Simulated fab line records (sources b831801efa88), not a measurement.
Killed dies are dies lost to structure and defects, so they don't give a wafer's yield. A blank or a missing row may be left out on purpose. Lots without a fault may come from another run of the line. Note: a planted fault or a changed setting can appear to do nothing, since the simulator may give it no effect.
What tool caused it?    flow gf180mcu    39 wafers from 13 lots sampled at 3 of the route's 602 steps

WHAT THE GAUGES READ, wafer by wafer
GF_M3_CD_MEAS_14: the cd target is 280 nm. Usual: cdNm reads 279.9 nm (standard deviation 0.91).
lot   measured      on        cdNm (nm)          flag
L467  day 21 08:08  cdSem-02  278.9 278.1 278.9  
L468  day 21 17:20  cdSem-01  278.4 278.9 280.3  
L469  day 21 21:06  cdSem-02  280.5 281.0 280.6  
L470  day 22 03:43  cdSem-01  280.7 281.1 280.5  
L471  day 22 18:37  cdSem-01  279.6 279.4 279.1  
L474  day 23 15:51  cdSem-02  280.0 280.5 280.7  
L475  day 24 06:08  cdSem-02  280.1 280.4 280.6  
L478  day 25 09:35  cdSem-02  282.5 280.1 281.7  
L479  day 25 10:52  cdSem-01  279.1 279.6 280.2  
L480  day 25 22:10  cdSem-01  280.9 280.8 279.7  
L481  day 26 09:12  cdSem-01  279.0 280.4 279.4  
L483  day 27 04:34  cdSem-02  280.6 278.9 279.7  
L485  day 27 09:56  cdSem-02  282.0 279.0 280.6  

WHAT TOOL EACH LOT RAN ON (gives the tool, then ch and the chambers of the sampled wafers, and finally the start)
lot   GF_M3_SPUTTER_01             GF_M3_SOFTBAKE_10
L467  pvdSputter-03, day 20 08:31  lithoTrack-03 ch 0, day 20 20:10
L468  pvdSputter-02, day 20 18:02  lithoTrack-01 ch 0, day 21 05:24
L469  pvdSputter-03, day 20 21:32  lithoTrack-03 ch 0, day 21 09:07
L470  pvdSputter-03, day 21 04:10  lithoTrack-01 ch 0, day 21 15:54
L471  pvdSputter-01, day 21 19:55  lithoTrack-01 ch 0, day 22 07:16
L474  pvdSputter-01, day 22 16:55  lithoTrack-03 ch 0, day 23 05:05
L475  pvdSputter-01, day 23 07:07  lithoTrack-02 ch 0, day 23 18:26
L478  pvdSputter-02, day 24 12:08  lithoTrack-01 ch 0, day 24 23:28
L479  pvdSputter-03, day 24 15:52  lithoTrack-02 ch 0, day 25 01:38
L480  pvdSputter-03, day 25 02:13  lithoTrack-01 ch 0, day 25 11:34
L481  pvdSputter-02, day 25 12:19  lithoTrack-02 ch 0, day 25 23:38
L483  pvdSputter-01, day 26 08:15  lithoTrack-03 ch 0, day 26 18:29
L485  pvdSputter-03, day 26 13:28  lithoTrack-01 ch 0, day 27 00:21
- GF_M3_SPUTTER_01: material TiN, target thk 30 nm, time 25 s.
- GF_M3_SOFTBAKE_10: time 60 s.

WHAT THE TOOLS THEMSELVES READ (means of the sampled wafers that have a number; where no wafer has one, the mark that the record gives instead)
GF_M3_SPUTTER_01. Usual: throttleValvePct reads 29.6 % (standard deviation 1).
lot   tool           throttleValvePct (%)  flag
L467  pvdSputter-03  28.9                  
L468  pvdSputter-02  30.4                  
L469  pvdSputter-03  29.6                  
L470  pvdSputter-03  29.5                  
L471  pvdSputter-01  30.6                  
L474  pvdSputter-01  30.4                  
L475  pvdSputter-01  30.5                  
L478  pvdSputter-02  29.4                  
L479  pvdSputter-03  29.8                  
L480  pvdSputter-03  30.0                  
L481  pvdSputter-02  29.4                  
L483  pvdSputter-01  30.4                  
L485  pvdSputter-03  29.6                  

GF_M3_SOFTBAKE_10. Usual: runLengthS reads 88.86 s (standard deviation 0.13).
lot   tool           runLengthS (s)  flag
L467  lithoTrack-03  88.82           
L468  lithoTrack-01  88.74           
L469  lithoTrack-03  88.91           
L470  lithoTrack-01  89.02           
L471  lithoTrack-01  88.75           
L474  lithoTrack-03  88.85           
L475  lithoTrack-02  88.98           
L478  lithoTrack-01  88.85           
L479  lithoTrack-02  88.97           
L480  lithoTrack-01  88.76           
L481  lithoTrack-02  89.03           
L483  lithoTrack-03  89.67           OFF
L485  lithoTrack-01  88.92           

THE ANSWER, worked out from the rows above alone
Rule: take the mean of a lot's wafers that have a number; if it is more than 3 standard deviations from the usual mean, the lot is off. A lot without any number at a reading at which 4 lots or more have one is off too. Any other lot the step has rows for is counted as sound. The gauges are gone through in route order, then the tools' own readings, and for those a lot's mean is taken as printed above. At the first step where some lot is off, the reading lying furthest off is the one used; lots without a number count as furthest.
Off: L483 (GF_M3_SOFTBAKE_10, runLengthS).
A tool fits if, at that step or a process step before it, it ran every lot that is off, and no sound lot after the first of them. Can't be told from this: 2 tools fit, pvdSputter-01 at GF_M3_SPUTTER_01, lithoTrack-03 at GF_M3_SOFTBAKE_10.

WHAT THE SIMULATOR HAD PUT IN
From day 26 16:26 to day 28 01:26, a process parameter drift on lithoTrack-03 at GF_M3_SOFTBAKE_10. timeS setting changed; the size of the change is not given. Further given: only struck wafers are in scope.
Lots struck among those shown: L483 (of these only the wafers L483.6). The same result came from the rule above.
